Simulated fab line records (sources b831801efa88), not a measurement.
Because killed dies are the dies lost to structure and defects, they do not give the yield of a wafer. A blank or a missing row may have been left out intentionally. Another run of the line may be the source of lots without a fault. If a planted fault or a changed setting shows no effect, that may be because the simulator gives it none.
A single fault, viewed from 2 desks -- flow gf180mcu -- what lay behind the numbers comes last; until then each desk has only its own

METROLOGY DESK
Lot by lot, what the gauges showed, no matter which tool ran the lot: averages of those sampled wafers that carry a number. The brackets show how far a lot's mean lies from the usual mean; more than 4 standard deviations puts the lot out of limits, marked OUT.
Columns: A = cd nm at GF_CONTACT_CD_MEAS_14, usual 220.0 nm; B = V1_CVD_00_THK at GF_V1_THK_MEAS_01, usual 599 nm; C = V1_CVD_02_THK at GF_V1_THK_MEAS_03, usual 845 nm; D = cd nm at GF_V1_CD_MEAS_14, usual 259.9 nm
lot,first seen here,A,B,C,D
L816,day 16 16:08,222.1,601,850,260.7
L818,day 17 11:08,218.8,597,848,259.1
L819,day 17 21:55,220.8,608,842,259.7
L820,day 18 06:11,221.0,602,838,256.5
L822,day 18 22:04,220.4,605,860,260.7
L824,day 19 20:24,218.3,595,853,259.5
L825,day 20 06:29,220.3,597,838,259.9
L826,day 20 10:46,220.1,602,852,260.7
L831,day 22 03:40,217.8,599,907 (+5.1) OUT,262.1
L832,day 22 15:01,219.0,598,853,261.2
L833,day 22 20:31,220.6,594,937 (+7.6) OUT,260.6
L837,day 24 04:24,219.5,604,826,258.6
This desk's result: L831, L833 out of limits, first on L831 (V1_CVD_02_THK at GF_V1_THK_MEAS_03), day 23 05:11. In limits: L816, L818, L819, L820, L822, L824, L825, L826, L832, L837.

TOOL OWNER'S DESK, pecvd-04
The tool's own readings at GF_V1_CVD_02 (deposits SiO2 from TEOS, target thk 850 nm, time 94.851 s): means of the sampled wafers that have a number, for each lot that ran on this tool. The brackets show how far a lot's mean lies from the usual mean; more than 4 standard deviations puts the lot out of limits, marked OUT.
Columns: A = heater power outer w at GF_V1_CVD_02, usual 366 W; B = heater power w at GF_V1_CVD_02, usual 616 W; C = run length s at GF_V1_CVD_02, usual 122.5 s
lot,first seen here,A,B,C
L818,day 18 13:31,402,661,122.3
L819,day 19 01:50,353,567,121.8
L824,day 20 22:32,433,716,122.5
L831,day 23 05:07,373,605,127.6 (+8.0) OUT
L833,day 23 21:06,400,668,133.2 (+17) OUT
Finding of this desk: L831, L833 out of limits; the first was L831 at day 23 05:07, on run length s at GF_V1_CVD_02. In limits: L818, L819, L824.

PUT TOGETHER
The tool owner's desk had the chance to raise an alarm at day 23 05:07 on L831, L833.
Metrology desk: alarm possible at day 23 05:11 on L831, L833.
Of the lots named, all ran GF_V1_CVD_02 on pecvd-04.

WHAT THE SIMULATOR HAD INSERTED
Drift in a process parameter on pecvd-04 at GF_V1_CVD_02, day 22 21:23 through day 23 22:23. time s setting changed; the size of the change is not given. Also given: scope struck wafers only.
Lots struck among those shown: L831, L833.
Hours from the fault's start to each desk's first reading out of limits: the tool owner's desk, 8; the metrology desk, 8.
